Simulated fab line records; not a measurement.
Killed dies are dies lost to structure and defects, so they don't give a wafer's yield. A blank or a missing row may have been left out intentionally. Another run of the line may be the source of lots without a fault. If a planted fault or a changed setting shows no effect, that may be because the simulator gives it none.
fab line records	flow sky130	part 1 of 2: steps 1 to 30 of 37
record: lots: 5	wafers: 15	last-day: 49
route steps=708 shown METAL4@601 CAP2M@603
lots untouched by any fault: they come from a run of this same line in which no faults occurred
start-h: start of the lot's first displayed wafer, in hours after the record's first day	wait-h: hours elapsed since this lot's preceding step	" as in the row above	L1.1+2: several wafers, shown together as one row	- no value, or no start given	* or withheld: withheld	< > ~ a bound
route shown NAME@n: a module of which the file shows steps, and the number in the route of the first	usual: mean/standard deviation of fault-free wafers	same: alike in all rows	chamber/n: place in a boat	sites: readings site by site	_std_site: their standard deviation	_edge_site: mean of outer sites minus mean of inner sites	radius-mm: for every site, how far away it sits from the centre of the wafer	mask NAME#n: copy n	behind: the last tool/chamber to shape the wafer	hold: cause of the lot's hold/its duration in hours/its outcome	device: names the non-switching transistor (n, p or np)	end of line: tests of these same wafers at the route's end	a step with no rows: only its recipe	killed: dies lost to structure and defects at the first sort, not the wafer's yield	map: dies across one wafer; x = killed, . = not, _ = none there
set.NAME: the setting the step ran with; set.NAME@STEP: the setting that earlier step ran with	model.NAME: the simulator's own value behind a step, which no gauge read
certain route steps with their lots: each step a table, each wafer a row
services: the hour from which a tool's chamber was out of use, counted from the record's first day as start-h (under 0 if before that day), plus the number of hours and why
== steps ==
step: SKY_METAL4_SPUTTER_03
recipe: material: Ti	target-thk-nm: 5	power-w: 3000	time-s: 3.3	chamber-pressure-pa: 0.4
usual: throttle-valve-pct: 30.4/1
lot.wafer	tool	chamber	start-h	wait-h	throttle-valve-pct
L074.2	pvd-sputter-01	-	928.53	0.0	31.3
L074.5	"	-	"	"	29.5
L074.6	"	-	"	"	31.5
L079.1	pvd-sputter-03	-	965.44	0.0	30.4
L079.2	"	-	"	"	32.2
L079.5	"	-	"	"	30.0
L082.1	pvd-sputter-03	-	984.89	0.0	32.2
L082.2	"	-	"	"	31.1
L082.3	"	-	"	"	30.4
L083.3	pvd-sputter-01	-	997.32	0.0	29.0
L083.5	"	-	"	"	29.0
L083.6	"	-	"	"	30.3
L089.1	pvd-sputter-01	-	1040.05	0.0	30.4
L089.4	"	-	"	"	28.8
L089.6	"	-	"	"	30.3
step: SKY_METAL4_SPUTTER_04
recipe: material: TiN	target-thk-nm: 70	power-w: 6500	time-s: 58.3	chamber-pressure-pa: 0.4
usual: throttle-valve-pct: 30.4/1
lot.wafer	tool	chamber	start-h	wait-h	throttle-valve-pct
L074.2	pvd-sputter-01	-	928.55	0.0	31.1
L074.5	"	-	"	"	29.4
L074.6	"	-	"	"	31.2
L079.1	pvd-sputter-03	-	965.46	0.0	30.4
L079.2	"	-	"	"	32.2
L079.5	"	-	"	"	30.1
L082.1	pvd-sputter-03	-	984.91	0.0	32.3
L082.2	"	-	"	"	30.7
L082.3	"	-	"	"	30.5
L083.3	pvd-sputter-01	-	997.34	0.0	29.1
L083.5	"	-	"	"	28.7
L083.6	"	-	"	"	30.3
L089.1	pvd-sputter-01	-	1040.07	0.0	30.2
L089.4	"	-	"	"	28.5
L089.6	"	-	"	"	30.1
step: SKY_CAP2M_CVD_00
recipe: material: SiO2	target-thk-nm: 15.5	temp-c: 400	time-s: withheld	rf-w: 450
usual: heater-power-w: 705/98
lot.wafer	tool	chamber	start-h	wait-h	heater-power-w
L074.2	pecvd-01	2	928.60	0.0	623
L074.5	"	0	"	"	678
L074.6	"	1	"	"	721
L079.1	pecvd-02	0	965.51	0.0	748
L079.2	"	2	"	"	894
L079.5	"	1	"	"	483
L082.1	pecvd-02	2	984.96	0.0	845
L082.2	"	1	"	"	508
L082.3	"	1	"	"	498
L083.3	pecvd-01	0	997.39	0.0	624
L083.5	"	1	"	"	728
L083.6	"	2	"	"	676
L089.1	pecvd-01	2	1040.12	0.0	724
L089.4	"	2	"	"	697
L089.6	"	1	"	"	682
step: SKY_CAP2M_THK_MEAS_01
recipe: reads: SiO2_of_CAP2M_CVD_00
usual: CAP2M_CVD_00_THK: 15.57/0.23
lot.wafer	tool	chamber	start-h	wait-h	CAP2M_CVD_00_THK[nm]
L074.2	film-metro-04	-	928.63	-	15.26
L074.5	"	-	"	"	15.19
L074.6	"	-	"	"	15.62
L079.1	film-metro-04	-	965.53	-	15.31
L079.2	"	-	"	"	15.63
L079.5	"	-	"	"	15.65
L082.1	film-metro-01	-	984.99	-	15.24
L082.2	"	-	"	"	15.12
L082.3	"	-	"	"	15.26
L083.3	film-metro-03	-	997.43	-	15.40
L083.5	"	-	"	"	15.45
L083.6	"	-	"	"	15.41
L089.1	film-metro-03	-	1040.14	-	15.50
L089.4	"	-	"	"	15.66
L089.6	"	-	"	"	15.53
step: SKY_CAP2M_SPUTTER_02
recipe: material: TiN	target-thk-nm: 200	temp-c: 300	power-w: 6500	time-s: 166.7	chamber-pressure-pa: 0.4
usual: substrate-temp-c: 300.03/0.19	throttle-valve-pct: 30.1/0.84
lot.wafer	tool	chamber	start-h	wait-h	substrate-temp-c	throttle-valve-pct
L074.2	pvd-sputter-02	-	928.68	0.0	299.87	28.9
L074.5	"	-	"	"	299.91	31.0
L074.6	"	-	"	"	300.08	29.4
L079.1	pvd-sputter-01	-	965.59	0.1	299.84	29.0
L079.2	"	-	"	"	300.12	30.4
L079.5	"	-	"	"	300.29	31.1
L082.1	pvd-sputter-02	-	985.05	0.1	300.21	30.7
L082.2	"	-	"	"	299.97	29.5
L082.3	"	-	"	"	300.20	29.2
L083.3	pvd-sputter-02	-	997.47	0.0	299.96	30.5
L083.5	"	-	"	"	300.06	29.1
L083.6	"	-	"	"	300.05	29.5
L089.1	pvd-sputter-04	-	1040.20	0.1	299.87	30.8
L089.4	"	-	"	"	300.03	30.7
L089.6	"	-	"	"	300.32	30.7
step: SKY_CAP2M_RS_MEAS_03
recipe: thk-meas-gauge: four-point-probe	reads: TiN_of_CAP2M_SPUTTER_02
usual: CAP2M_TIN_RS: 6.89/0.065
lot.wafer	tool	chamber	start-h	wait-h	CAP2M_TIN_RS[ohm/sq]
L074.2	film-metro-04	-	928.81	0.1	6.87
L074.5	"	-	"	"	6.78
L074.6	"	-	"	"	6.80
L079.1	film-metro-03	-	965.70	0.1	6.88
L079.2	"	-	"	"	6.87
L079.5	"	-	"	"	6.90
L082.1	film-metro-04	-	985.16	0.1	6.86
L082.2	"	-	"	"	6.96
L082.3	"	-	"	"	6.87
L083.3	film-metro-04	-	997.62	0.1	6.81
L083.5	"	-	"	"	6.84
L083.6	"	-	"	"	6.76
L089.1	film-metro-01	-	1040.31	0.1	6.93
L089.4	"	-	"	"	6.91
L089.6	"	-	"	"	6.98
step: SKY_CAP2M_THK_MEAS_04
recipe: thk-meas-gauge: xrf	reads: TiN_of_CAP2M_SPUTTER_02
usual: CAP2M_TIN_THK: 199.3/2.1
lot.wafer	tool	chamber	start-h	wait-h	CAP2M_TIN_THK[nm]
L074.2	film-metro-04	-	928.92	0.1	200.8
L074.5	"	-	"	"	204.3
L074.6	"	-	"	"	203.0
L079.1	film-metro-03	-	965.82	0.1	199.1
L079.2	"	-	"	"	199.4
L079.5	"	-	"	"	198.3
L082.1	film-metro-04	-	985.28	0.1	201.4
L082.2	"	-	"	"	198.0
L082.3	"	-	"	"	200.7
L083.3	film-metro-04	-	997.72	0.1	202.8
L083.5	"	-	"	"	201.7
L083.6	"	-	"	"	204.1
L089.1	film-metro-01	-	1040.43	0.1	197.5
L089.4	"	-	"	"	198.1
L089.6	"	-	"	"	196.9
step: SKY_CAP2M_DEHYDRATE_05
recipe: temp-c: 200	time-s: 60
lot.wafer	tool	chamber	start-h	wait-h
L074.2+5+6	litho-track-04	0	940.19	11.3
L079.1+2+5	litho-track-01	0	976.82	11.0
L082.1+2+3	litho-track-02	0	996.93	11.6
L083.3+5+6	litho-track-01	0	1007.97	10.2
L089.1+4+6	litho-track-04	0	1050.96	10.5
step: SKY_CAP2M_HMDS_06
recipe: prime-time-s: 60	prime-temp-c: 120
lot.wafer	tool	chamber	start-h	wait-h
L074.2+5+6	litho-track-04	0	940.34	0.1
L079.1+2+5	litho-track-01	0	976.97	0.1
L082.1+2+3	litho-track-02	0	997.08	0.1
L083.3+5+6	litho-track-01	0	1008.12	0.1
L089.1+4+6	litho-track-04	0	1051.11	0.1
step: SKY_CAP2M_COAT_07
recipe: resist: NOVOLAK	spin-rpm: 3000	resist-thk-nm: 1140
usual: dispense-pressure-kPa: 47.3/2.8
lot.wafer	tool	chamber	start-h	wait-h	dispense-pressure-kPa
L074.2	litho-track-04	0	940.49	0.1	41.1
L074.5	"	0	"	"	41.0
L074.6	"	0	"	"	41.0
L079.1	litho-track-01	0	977.12	0.1	48.9
L079.2	"	0	"	"	48.9
L079.5	"	0	"	"	48.9
L082.1	litho-track-02	0	997.23	0.1	48.0
L082.2	"	0	"	"	48.1
L082.3	"	0	"	"	48.1
L083.3	litho-track-01	0	1008.27	0.1	48.9
L083.5	"	0	"	"	48.8
L083.6	"	0	"	"	48.9
L089.1	litho-track-04	0	1051.26	0.1	41.0
L089.4	"	0	"	"	41.0
L089.6	"	0	"	"	41.0
step: SKY_CAP2M_SOFTBAKE_08
recipe: temp-c: 90	time-s: 60	resist: NOVOLAK
lot.wafer	tool	chamber	start-h	wait-h
L074.2+5+6	litho-track-04	0	940.64	0.1
L079.1+2+5	litho-track-01	0	977.27	0.1
L082.1+2+3	litho-track-02	0	997.38	0.1
L083.3+5+6	litho-track-01	0	1008.42	0.1
L089.1+4+6	litho-track-04	0	1051.41	0.1
step: SKY_CAP2M_EXPOSE_09
recipe: mask-id: CAP2M	na: 0.6	source-shape: conventional	sigma-outer: 0.6	polarization: unpolarized	target-cd-nm: 1000	dose-mj: 159
usual: reticle-temp-C: 23.02/0.1
lot.wafer	tool	chamber	start-h	wait-h	mask	reticle-temp-C
L074.2	iline-stepper-01	0	-	-	CAP2M#0	22.99
L074.5	"	0	"	"	CAP2M#0	22.98
L074.6	"	0	"	"	CAP2M#0	23.04
L079.1	iline-stepper-01	0	-	-	CAP2M#0	22.93
L079.2	"	0	"	"	CAP2M#0	23.01
L079.5	"	0	"	"	CAP2M#0	23.03
L082.1	iline-stepper-01	0	-	-	CAP2M#0	23.05
L082.2	"	0	"	"	CAP2M#0	23.18
L082.3	"	0	"	"	CAP2M#0	22.95
L083.3	iline-stepper-01	0	-	-	CAP2M#0	23.05
L083.5	"	0	"	"	CAP2M#0	22.81
L083.6	"	0	"	"	CAP2M#0	22.91
L089.1	iline-stepper-02	0	-	-	CAP2M#0	22.85
L089.4	"	0	"	"	CAP2M#0	23.00
L089.6	"	0	"	"	CAP2M#0	23.02
step: SKY_CAP2M_PEB_10
recipe: temp-c: withheld	time-s: *	resist: NOVOLAK
lot.wafer	tool	chamber	start-h	wait-h
L074.2+5+6	litho-track-02	0	-	-
L079.1+2+5	litho-track-04	0	-	-
L082.1+2+3	litho-track-02	0	-	-
L083.3+5+6	litho-track-04	0	-	-
L089.1+4+6	litho-track-04	0	-	-
step: SKY_CAP2M_DEVELOP_11
recipe: resist: NOVOLAK	developer: TMAH	develop-time-s: 60	dev-temp-c: 23
same: develop-time-s: 60
lot.wafer	tool	chamber	start-h	wait-h
L074.2+5+6	litho-track-02	0	952.90	0.1
L079.1+2+5	litho-track-04	0	988.61	0.1
L082.1+2+3	litho-track-02	0	1008.18	0.1
L083.3+5+6	litho-track-04	0	1019.91	0.1
L089.1+4+6	litho-track-04	0	1061.71	0.1
step: SKY_CAP2M_OVL_MEAS_12
usual: CAP2M_OVL: -0.2/1.2
lot.wafer	tool	chamber	start-h	wait-h	CAP2M_OVL[nm]
L074.2	overlay-01	-	953.03	0.1	-1.0
L074.5	"	-	"	"	-0.9
L074.6	"	-	"	"	0.4
L079.1	overlay-01	-	988.76	0.1	-1.7
L079.2	"	-	"	"	-1.6
L079.5	"	-	"	"	-0.1
L082.1	overlay-01	-	1008.33	0.1	-2.1
L082.2	"	-	"	"	-0.4
L082.3	"	-	"	"	-1.6
L083.3	overlay-01	-	1020.02	0.1	-0.6
L083.5	"	-	"	"	-0.7
L083.6	"	-	"	"	-1.5
L089.1	overlay-01	-	1061.86	0.1	0.8
L089.4	"	-	"	"	2.0
L089.6	"	-	"	"	1.1
step: SKY_CAP2M_METAL_ETCH_13
recipe: target-depth-nm: 220	stop-on: SiO2	chemistry: Cl2/BCl3	target: TiN	pressure-mtorr: 10	icp-w: 900	bias-w: 48.5	Cl2_flow_sccm: 60	bcl3-flow-sccm: 30	time-s: 62.9
usual: chamber-pressure-mTorr: 10.001/0.0093	drypump-motor-current-A: 5.6/0.41	oes-product-au: 0.942/0.0073	throttle-valve-pct: 21.902/0.011
lot.wafer	tool	chamber	start-h	wait-h	chamber-pressure-mTorr	drypump-motor-current-A	oes-product-au	rf-hours-counter-h	throttle-valve-pct
L074.2	rie-metal-02	0	953.06	0.0	10.001	5.2	0.938	14	21.929
L074.5	"	0	"	"	9.989	5.2	0.961	-	21.908
L074.6	"	1	"	"	9.994	5.0	0.949	-	21.893
L079.1	rie-metal-04	1	988.80	0.0	9.973	5.5	0.947	14	21.907
L079.2	"	0	"	"	9.996	5.9	0.950	14	21.889
L079.5	"	0	"	"	10.009	5.9	0.946	-	21.918
L082.1	rie-metal-02	0	1008.36	0.0	9.991	5.2	0.944	17	21.903
L082.2	"	1	"	"	10.003	5.0	0.929	14	21.904
L082.3	"	1	"	"	9.992	5.0	0.943	-	21.881
L083.3	rie-metal-02	1	1020.07	0.0	9.996	5.0	0.945	-	21.890
L083.5	"	1	"	"	10.007	5.0	0.951	-	21.900
L083.6	"	0	"	"	10.003	5.2	0.949	-	21.896
L089.1	rie-metal-04	1	1061.90	0.0	9.998	5.5	0.943	18	21.897
L089.4	"	1	"	"	10.002	5.5	0.933	-	21.898
L089.6	"	0	"	"	10.004	5.9	0.932	-	21.911
step: SKY_CAP2M_STRIP_14
recipe: chemistry: O2/N2	power-w: 1400	pressure-mtorr: 1500	platen-temp-c: withheld	o2-flow-sccm: 3000	n2-flow-sccm: 300	overash-fraction: 0.5
usual: chamber-pressure-mTorr: 1500.2/1.3	drypump-motor-current-A: 5.9/0.39	o2-flow-sccm: 3000/8.6	oes-product-au: 0.710/0.0043	strip-time-to-endpoint-s: 12.66/0.051
lot.wafer	tool	chamber	start-h	wait-h	chamber-pressure-mTorr	drypump-motor-current-A	o2-flow-sccm	oes-product-au	rf-hours-counter-h	strip-time-to-endpoint-s
L074.2	plasma-asher-03	1	953.14	0.1	1500.4	5.7	2998	0.708	106	12.63
L074.5	"	0	"	"	1499.9	5.7	2982	0.714	-	12.67
L074.6	"	1	"	"	1498.0	5.7	3001	0.708	-	12.59
L079.1	plasma-asher-03	1	988.87	0.1	1498.6	5.8	2997	0.709	110	12.63
L079.2	"	0	"	"	1497.9	5.7	3019	0.709	110	12.64
L079.5	"	0	"	"	1500.9	5.7	3007	0.709	-	12.62
L082.1	plasma-asher-01	1	1008.44	0.1	1499.7	6.0	2999	0.711	54	12.67
L082.2	"	0	"	"	1501.4	6.5	3011	0.716	54	12.64
L082.3	"	1	"	"	1500.8	6.0	3003	0.705	-	12.63
L083.3	plasma-asher-03	1	1020.16	0.1	1499.4	5.7	3010	0.713	-	12.64
L083.5	"	0	"	"	1499.5	5.7	3000	0.714	-	12.61
L083.6	"	1	"	"	1500.0	5.7	2999	0.707	-	12.67
L089.1	plasma-asher-01	1	1061.97	0.1	1500.4	6.0	3003	0.709	60	12.57
L089.4	"	0	"	"	1499.9	6.5	2984	0.708	-	12.63
L089.6	"	1	"	"	1500.8	6.0	3017	0.717	-	12.62
step: SKY_CAP2M_STRIP_15
recipe: chemistry: post-etch-residue-remover	time-s: 1200	temp-c: 72.5
lot.wafer	tool	chamber	start-h	wait-h
L074.2+5+6	wet-bench-03	0	953.24	0.1
L079.1+2+5	wet-bench-03	0	988.97	0.1
L082.1+2+3	wet-bench-01	0	1008.54	0.1
L083.3+5+6	wet-bench-02	1	1020.22	0.0
L089.1+4+6	wet-bench-03	1	1062.07	0.1
step: SKY_CAP2M_CLEAN_16
recipe: chemistry: IPA	time-s: 180	temp-c: 25
lot.wafer	tool	chamber	start-h	wait-h
L074.2+5+6	wet-bench-01	0	953.58	0.0
L079.1+2+5	wet-bench-01	1	989.35	0.0
L082.1+2+3	wet-bench-03	3	1008.91	0.0
L083.3+5+6	wet-bench-01	0	1020.60	0.0
L089.1+4+6	wet-bench-01	2	1062.42	0.0
step: SKY_CAP2M_CLEAN_17
recipe: chemistry: O3/DIW	dry: n2-spin
lot.wafer	tool	chamber	start-h	wait-h
L074.2+5+6	wet-bench-02	2	953.64	0.0
L079.1+2+5	wet-bench-03	1	989.40	0.0
L082.1+2+3	wet-bench-01	3	1008.98	0.0
L083.3+5+6	wet-bench-02	1	1020.65	0.0
L089.1+4+6	wet-bench-02	1	1062.48	0.0
step: SKY_METAL4_DEHYDRATE_05
recipe: temp-c: 200	time-s: 60
lot.wafer	tool	chamber	start-h	wait-h
L074.2+5+6	litho-track-02	0	964.95	11.2
L079.1+2+5	litho-track-03	0	1000.19	10.7
L082.1+2+3	litho-track-02	0	1020.63	11.6
L083.3+5+6	litho-track-04	0	1031.16	10.4
L089.1+4+6	litho-track-02	0	1072.43	9.9
step: SKY_METAL4_HMDS_06
recipe: prime-time-s: 60	prime-temp-c: 120
lot.wafer	tool	chamber	start-h	wait-h
L074.2+5+6	litho-track-02	0	965.10	0.1
L079.1+2+5	litho-track-03	0	1000.34	0.1
L082.1+2+3	litho-track-02	0	1020.78	0.1
L083.3+5+6	litho-track-04	0	1031.31	0.1
L089.1+4+6	litho-track-02	0	1072.58	0.1
step: SKY_METAL4_COAT_07
recipe: resist: BARC	temp-c: withheld	time-s: withheld	spin-rpm: 3000	resist-thk-nm: 60
usual: dispense-pressure-kPa: 48/5.9
lot.wafer	tool	chamber	start-h	wait-h	dispense-pressure-kPa
L074.2	litho-track-02	0	965.25	0.1	48
L074.5	"	0	"	"	48
L074.6	"	0	"	"	48
L079.1	litho-track-03	0	1000.49	0.1	56
L079.2	"	0	"	"	56
L079.5	"	0	"	"	56
L082.1	litho-track-02	0	1020.93	0.1	48
L082.2	"	0	"	"	48
L082.3	"	0	"	"	48
L083.3	litho-track-04	0	1031.46	0.1	41
L083.5	"	0	"	"	41
L083.6	"	0	"	"	41
L089.1	litho-track-02	0	1072.73	0.1	48
L089.4	"	0	"	"	48
L089.6	"	0	"	"	48
step: SKY_METAL4_COAT_08
recipe: resist: KrF-thick	spin-rpm: 3000	resist-thk-nm: 1140
usual: dispense-pressure-kPa: 48/5.9
lot.wafer	tool	chamber	start-h	wait-h	dispense-pressure-kPa
L074.2	litho-track-02	0	-	-	48
L074.5	"	0	"	"	48
L074.6	"	0	"	"	48
L079.1	litho-track-03	0	-	-	56
L079.2	"	0	"	"	56
L079.5	"	0	"	"	56
L082.1	litho-track-02	0	-	-	48
L082.2	"	0	"	"	48
L082.3	"	0	"	"	48
L083.3	litho-track-04	0	-	-	41
L083.5	"	0	"	"	41
L083.6	"	0	"	"	41
L089.1	litho-track-02	0	-	-	48
L089.4	"	0	"	"	48
L089.6	"	0	"	"	48
step: SKY_METAL4_SOFTBAKE_09
recipe: temp-c: 100	time-s: 90	resist: KrF-thick
lot.wafer	tool	chamber	start-h	wait-h
L074.2+5+6	litho-track-02	0	-	-
L079.1+2+5	litho-track-03	0	-	-
L082.1+2+3	litho-track-02	0	-	-
L083.3+5+6	litho-track-04	0	-	-
L089.1+4+6	litho-track-02	0	-	-
step: SKY_METAL4_EXPOSE_10
recipe: mask-id: MM4	na: 0.68	source-shape: annular	sigma-inner: 0.4	sigma-outer: 0.8	target-cd-nm: 300	dose-mj: 28
usual: reticle-temp-C: 22.99/0.12
lot.wafer	tool	chamber	start-h	wait-h	mask	reticle-temp-C
L074.2	krf-scanner-02	0	-	-	MM4#0	23.17
L074.5	"	0	"	"	MM4#0	23.26
L074.6	"	0	"	"	MM4#0	23.13
L079.1	krf-scanner-01	0	-	-	MM4#0	22.83
L079.2	"	0	"	"	MM4#0	22.92
L079.5	"	0	"	"	MM4#0	23.01
L082.1	krf-scanner-01	0	-	-	MM4#0	23.06
L082.2	"	0	"	"	MM4#0	23.04
L082.3	"	0	"	"	MM4#0	23.04
L083.3	krf-scanner-01	0	-	-	MM4#0	22.76
L083.5	"	0	"	"	MM4#0	22.77
L083.6	"	0	"	"	MM4#0	22.81
L089.1	krf-scanner-01	0	-	-	MM4#0	22.80
L089.4	"	0	"	"	MM4#0	22.87
L089.6	"	0	"	"	MM4#0	22.97
step: SKY_METAL4_PEB_11
recipe: peb-temp-c: withheld	peb-time-s: withheld	resist: KrF-thick
lot.wafer	tool	chamber	start-h	wait-h
L074.2+5+6	litho-track-02	0	-	-
L079.1+2+5	litho-track-02	0	-	-
L082.1+2+3	litho-track-03	0	-	-
L083.3+5+6	litho-track-03	0	-	-
L089.1+4+6	litho-track-04	0	-	-
step: SKY_METAL4_DEVELOP_12
recipe: develop-time-s: 60	resist: KrF-thick	dev-temp-c: 21
same: develop-time-s: 60
lot.wafer	tool	chamber	start-h	wait-h
L074.2+5+6	litho-track-02	0	-	-
L079.1+2+5	litho-track-02	0	-	-
L082.1+2+3	litho-track-03	0	-	-
L083.3+5+6	litho-track-03	0	-	-
L089.1+4+6	litho-track-04	0	-	-
step: SKY_METAL4_CD_MEAS_13
recipe: target-cd-nm: 300
usual: cd-nm: 300.7/1.8
lot.wafer	tool	chamber	start-h	wait-h	cd-nm
L074.2	cd-sem-02	-	977.10	-	297.0
L074.5	"	-	"	"	297.5
L074.6	"	-	"	"	296.5
L079.1	cd-sem-02	-	1011.68	-	299.5
L079.2	"	-	"	"	300.0
L079.5	"	-	"	"	298.7
L082.1	cd-sem-02	-	1032.34	-	300.0
L082.2	"	-	"	"	300.8
L082.3	"	-	"	"	300.4
L083.3	cd-sem-01	-	1042.38	-	302.3
L083.5	"	-	"	"	300.2
L083.6	"	-	"	"	300.7
L089.1	cd-sem-01	-	1083.46	-	302.0
L089.4	"	-	"	"	302.4
L089.6	"	-	"	"	299.4
step: SKY_METAL4_OVL_MEAS_14
usual: METAL4_OVL: 0/5.3
lot.wafer	tool	chamber	start-h	wait-h	METAL4_OVL[nm]
L074.2	overlay-02	-	977.20	0.1	10
L074.5	"	-	"	"	9
L074.6	"	-	"	"	7
L079.1	overlay-02	-	1011.80	0.1	0
L079.2	"	-	"	"	-2
L079.5	"	-	"	"	-10
L082.1	overlay-02	-	1032.46	0.1	-2
L082.2	"	-	"	"	-1
L082.3	"	-	"	"	-5
L083.3	overlay-02	-	1042.48	0.1	-3
L083.5	"	-	"	"	-2
L083.6	"	-	"	"	4
L089.1	overlay-02	-	1083.58	0.1	-4
L089.4	"	-	"	"	5
L089.6	"	-	"	"	6
